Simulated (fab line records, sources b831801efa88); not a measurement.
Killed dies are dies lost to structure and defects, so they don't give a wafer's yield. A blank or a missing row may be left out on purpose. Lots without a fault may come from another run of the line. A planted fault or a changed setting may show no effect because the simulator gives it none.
A struck lot beside a sound one | flow sky130 | 25 steps out of a route of 708
Sound: wafers L747.3, L747.5, L747.6. Struck: wafers L752.3, L752.4, L752.5. The cause comes at the end.
At each step with rows: each side's tool, then ch and its chambers, then its first start. Under that, the readings that differ: sound wafers | struck wafers | difference of the means | sigmas: that difference in standard deviations of wafers without a fault.
alike: readings whose means differ by less than 2 such deviations, and words and numbers that are the same on both sides. not compared: withheld readings, readings that some wafer has no value for, bounds like >300 that may hide the same value, and numbers for which the record gives no deviation and whose values overlap.
The two part at a step that has a row with sigmas, a row that says differs or no value, or rows on one side only. Numbers that don't overlap but have no deviation are shown without sigmas and don't part them. A reading that every wafer of one side lacks parts them only if that side has two wafers or more.

SKY_POLY_CUT_ETCH_11: etches Si3N4 in CF4/CH2F2/Ar, stops on poly-Si, time 42.5 s, target depth 60 nm.
  sound on rie_diel-03 ch 0,3, day 28 22:02; struck on rie_diel-04 ch 0,1,2, day 30 06:46
  alike: cf4_flow_sccm, drypump_motor_current_A, oes_product_au, throttle_valve_pct
  not compared: rf_hours_counter_h
SKY_POLY_CUT_STRIP_12: strips in O2/N2.
  sound on plasma_asher-02 ch 0,1, day 28 22:06; struck on plasma_asher-02 ch 0,1, day 30 06:50
  alike: chamber_pressure_mTorr, drypump_motor_current_A, oes_product_au, strip_time_to_endpoint_s
  not compared: rf_hours_counter_h
then, 7 steps without rows for these wafers: SKY_SD_P_DEHYDRATE_00 (time 60 s); SKY_SD_P_HMDS_01 (prime time 60 s); SKY_SD_P_COAT_02 (resist thk 1140 nm); SKY_SD_P_SOFTBAKE_03 (time 60 s); SKY_SD_P_EXPOSE_04 (exposes mask PSDM, target cd 380 nm); SKY_SD_P_PEB_05; SKY_SD_P_DEVELOP_06 (develop time 60 s).
SKY_SD_P_CD_MEAS_07: target cd 380 nm.
  sound on cd_sem-02, day 30 01:32; struck on cd_sem-02, day 31 10:11
  reading    | sound             | struck            | difference | sigmas
  cd_nm (nm) | 377.3 377.5 379.9 | 387.6 386.1 386.3 | +8.4       | +3
SKY_SD_P_OVL_MEAS_08:
  sound on overlay-02, day 30 01:38; struck on overlay-02, day 31 10:17
  alike: SD_P_OVL
then, 1 step without rows for these wafers: SKY_SD_P_IMPLANT_09.
SKY_SD_P_STRIP_10: strips in O2/N2.
  sound on plasma_asher-04 ch 0,1, day 30 01:50; struck on plasma_asher-01 ch 0,1, day 31 10:29
  no value came back on the struck wafers for chamber_pressure_mTorr (mTorr), drypump_motor_current_A (A), oes_product_au (a.u.), strip_time_to_endpoint_s (s); on the sound wafers chamber_pressure_mTorr (mTorr) reads 1499.4 1498.1 1499.4
  reading                                   | sound | struck         | difference | sigmas
  model.NOVOLAK_of_SD_P_COAT_02.thk_nm (nm) | 0 0 0 | 1138 1136 1137 | +1137      |
  not compared: rf_hours_counter_h
SKY_SD_P_TW_MEAS_11:
  sound on film_metro-02, day 30 01:55; struck on film_metro-03, day 31 10:34
  reading | sound          | struck         | difference | sigmas
  SD_P_TW | 2819 2827 2819 | 2781 2778 2785 | -40        | -3
then, 8 steps without rows for these wafers: SKY_RES_XHIGH_DEHYDRATE_00 (time 60 s); SKY_RES_XHIGH_HMDS_01 (prime time 60 s); SKY_RES_XHIGH_COAT_02 (resist thk 1140 nm); SKY_RES_XHIGH_SOFTBAKE_03 (time 60 s); SKY_RES_XHIGH_EXPOSE_04 (exposes mask URPM, target cd 1270 nm); SKY_RES_XHIGH_PEB_05; SKY_RES_XHIGH_DEVELOP_06 (develop time 60 s); SKY_RES_XHIGH_IMPLANT_07.
SKY_RES_XHIGH_STRIP_08: strips in O2/N2.
  sound on plasma_asher-02 ch 0,1, day 31 05:49; struck on plasma_asher-03 ch 0,1, day 32 13:55
  reading                      | sound             | struck            | difference | sigmas
  strip_time_to_endpoint_s (s) | 14.32 14.29 14.36 | 31.31 31.31 31.36 | +17.00     | +99 or more
  alike: chamber_pressure_mTorr, drypump_motor_current_A, oes_product_au
  not compared: rf_hours_counter_h
SKY_RES_XHIGH_TW_MEAS_09:
  sound on film_metro-01, day 31 05:54; struck on film_metro-02, day 32 14:14
  reading      | sound          | struck   | difference | sigmas
  RES_XHIGH_TW | 1647 1635 1646 | 30 30 30 | -1613      | -99 or more
  not compared: hold
SKY_PAD_OPEN_PROBE_99:
  the record has rows for the sound wafers here (prober-02, day 49 02:45) and none for the struck ones

WHERE THEY PART
First at SKY_SD_P_CD_MEAS_07; last, within this record, at SKY_PAD_OPEN_PROBE_99.

WHY: what the simulator had put in
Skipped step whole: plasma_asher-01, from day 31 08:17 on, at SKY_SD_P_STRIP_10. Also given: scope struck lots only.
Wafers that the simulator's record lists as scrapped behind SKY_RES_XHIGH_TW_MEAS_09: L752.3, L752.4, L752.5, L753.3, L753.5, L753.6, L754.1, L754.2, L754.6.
